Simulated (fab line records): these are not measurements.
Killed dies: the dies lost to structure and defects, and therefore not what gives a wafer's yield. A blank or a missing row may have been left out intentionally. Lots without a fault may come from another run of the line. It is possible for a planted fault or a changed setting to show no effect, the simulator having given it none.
Chamber matching | flow gf180mcu | GF_CONTACT_CMP_27 on cmp-02 has 4 sister chambers
The step polishes, stops on SiO2, t overpolish 15 s, target thk 0 nm. 4 wafers are shown with their chamber, then 7 later ones without.

== WAFERS PAIRED WITH THEIR CHAMBERS ==
wafer  | chamber | motor-current-A (A)
L429.5 | 1       | 10.7
L432.4 | 3       | 9.5
L435.1 | 2       | 13.5
L435.3 | 0       | 11.9

== WAFERS WITHOUT THEIR CHAMBER ==
wafer  | motor-current-A (A)
L435.4 | 10.2
L436.1 | 12.2
L436.3 | 10.7
L436.4 | 10.3
L437.1 | 9.9
L437.3 | 13.3
L437.6 | 10.8

== THE CHAMBER EACH PASSED THROUGH ==
wafer  | from the rows above     | in truth
L435.4 | can't be placed: 1 or 3 | 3
L436.1 | 0                       | 0
L436.3 | 1                       | 1
L436.4 | can't be placed: 1 or 3 | 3
L437.1 | can't be placed: 3 or 1 | 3
L437.3 | 2                       | 2
L437.6 | 1                       | 1
Correct placement for 4 of the 7. Not placeable from these rows: 3 (in 3, the candidates include the true chamber). Placed wrongly: 0.
How it was worked out, from the rows above alone: a wafer's distance from a chamber is the root of the sum, over the readings, of the square of ((its reading less the chamber's mean) divided by the reading's scatter). If the next closest chamber is less than 2 further off than the closest, the wafer can't be placed; otherwise it belongs to the closest. The mean given for a chamber averages the wafers shown for that chamber. The scatter: root of mean squared gap, hidden wafer to nearest shown wafer, with one shown wafer a chamber.
